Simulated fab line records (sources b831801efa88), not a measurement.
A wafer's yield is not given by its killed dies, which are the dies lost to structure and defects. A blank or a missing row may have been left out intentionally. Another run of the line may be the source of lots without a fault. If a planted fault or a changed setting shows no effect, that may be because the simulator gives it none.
Struck lot and sound lot, side by side -- flow gf180mcu -- 23 steps out of a route of 602
Sound: wafers L632.2, L632.5, L632.6. Struck: wafers L643.1, L643.2, L643.5. The cause is given at the end.
Each step with rows lists, per side, the tool, then ch with its chambers, then its first start. Under that, the readings that differ: sound wafers -- struck wafers -- difference of the means -- sigmas: that difference in standard deviations of wafers without a fault.
alike: readings whose means differ by less than 2 such deviations, and words and numbers that are the same on both sides. not compared: withheld readings, readings that some wafer has no value for, bounds like >300 that may hide the same value, and numbers for which the record gives no deviation and whose values overlap.
Wherever a step has rows on one side only, a row that says differs or no value, or a row with sigmas, the two part there. When numbers do not overlap yet have no deviation, they are printed without sigmas and do not part them. A reading missing from all wafers of one side parts the sides only when that side holds two or more wafers.

GF_V1_RS_MEAS_24: a four-point-probe measurement.
  sound: film_metro-01 at day 18 18:57; struck: film_metro-01 at day 23 03:55
  alike: V1_W_RS
GF_V1_THK_MEAS_25: measures by xrf.
  sound: film_metro-01 at day 18 19:04; struck: film_metro-01 at day 23 04:02
  alike: V1_W_THK
GF_V1_CMP_26: polishes, stops on SiO2, t overpolish 15 s, target thk 0 nm.
  sound on cmp-01 ch 0,1,3, day 18 19:16; struck on cmp-01 ch 1,2,3, day 23 04:11
  alike: motor_current_A, overpolish_run_s, time_to_endpoint_s
GF_M2_SPUTTER_00: material Ti, target thk 37.5 nm, time 150 s.
  sound: pvd_sputter-01 at day 18 19:25; struck: pvd_sputter-01 at day 23 04:23
  alike: throttle_valve_pct
then, 1 step without rows for these wafers: GF_M2_SPUTTER_01 (material TiN, target thk 30 nm, time 25 s).
GF_M2_SPUTTER_02: material AlCu, target thk 450 nm, time 23.9 s.
  sound: pvd_sputter-01 at day 18 19:32; struck: pvd_sputter-01 at day 23 04:31
  alike: throttle_valve_pct
GF_M2_SPUTTER_03: material Ti, target thk 10 nm, time 6.7 s.
  sound: pvd_sputter-01 at day 18 19:34; struck: pvd_sputter-01 at day 23 04:33
  alike: throttle_valve_pct
GF_M2_SPUTTER_04: material TiN, target thk 50 nm, time 41.7 s.
  sound: pvd_sputter-01 at day 18 19:35; struck: pvd_sputter-01 at day 23 04:34
  alike: throttle_valve_pct
GF_M2_RS_MEAS_05: a four-point-probe measurement.
  sound: film_metro-03 at day 18 19:39; struck: film_metro-04 at day 23 04:37
  alike: M2_ALCU_RS
GF_M2_THK_MEAS_06: measures by xrf.
  sound: film_metro-03 at day 18 19:46; struck: film_metro-04 at day 23 04:44
  alike: M2_ALCU_THK
then, 2 steps without rows for these wafers: GF_M2_DEHYDRATE_07 (time 60 s); GF_M2_HMDS_08 (prime time 60 s).
GF_M2_COAT_09: resist thk 1000 nm.
  sound on litho_track-02 ch 0, day 19 07:02; struck on litho_track-02 ch 0, day 23 15:54
reading,sound,struck,difference,sigmas
model.KrF_of_M2_COAT_09.thk_nm (nm),999 1000 1001,1103 1102 1101,+102,
then, 4 steps without rows for these wafers: GF_M2_SOFTBAKE_10 (time 60 s); GF_M2_EXPOSE_11 (exposes mask Metal2, target cd 280 nm); GF_M2_PEB_12 (peb time 90 s); GF_M2_DEVELOP_13 (develop time 60 s).
GF_M2_CD_MEAS_14: target cd 280 nm.
  sound: cd_sem-02 at day 19 19:25; struck: cd_sem-02 at day 24 02:58
reading,sound,struck,difference,sigmas
cd_nm (nm),278.6 279.4 278.8,281.7 281.4 283.0,+3.1,+3
GF_M2_OVL_MEAS_15:
  sound: overlay-01 at day 19 19:32; struck: overlay-02 at day 24 03:05
  alike: M2_OVL
GF_M2_METAL_ETCH_16: etches the open film in Cl2/BCl3, stops on SiO2, target depth 750.8 nm, time 125.1 s.
  sound on rie_metal-02 ch 0,1, day 19 19:34; struck on rie_metal-01 ch 0,1, day 24 03:08
reading,sound,struck,difference,sigmas
model.KrF_of_M2_COAT_09.thk_nm (nm),681.6 684 684.3,785.5 790.5 784.2,+103.4,
  alike: bias_w, drypump_motor_current_A, oes_product_au, throttle_valve_pct
  not compared: rf_hours_counter_h
GF_M2_STRIP_17: strips in O2/N2.
  sound on plasma_asher-02 ch 0,1, day 19 19:41; struck on plasma_asher-01 ch 0,1, day 24 03:16
reading,sound,struck,difference,sigmas
oes_product_au (a.u.),0.536 0.539 0.532,0.578 0.579 0.575,+0.042,+10
strip_time_to_endpoint_s (s),7.36 7.39 7.37,8.36 8.42 8.35,+1.00,+30
  alike: drypump_motor_current_A, heater_power_w, n2_flow_sccm, o2_flow_sccm
  not compared: rf_hours_counter_h
then, 1 step without rows for these wafers: GF_M2_STRIP_18 (strips in post etch residue remover, time 1200 s).
-- the record jumps here: 9 days lie between the struck wafers' starts before and after (it left off in module M2 and takes up again in module PASSIVATION, whose first step shown is number 602 of the route) --
GF_PASSIVATION_PROBE_99:
  rows exist in the record for the struck wafers here (prober-02, day 32 20:43), but not for the sound ones

== WHERE THEY PART ==
Last at GF_PASSIVATION_PROBE_99 as far as this record goes, first at GF_M2_CD_MEAS_14.

WHY: the cause the simulator had injected
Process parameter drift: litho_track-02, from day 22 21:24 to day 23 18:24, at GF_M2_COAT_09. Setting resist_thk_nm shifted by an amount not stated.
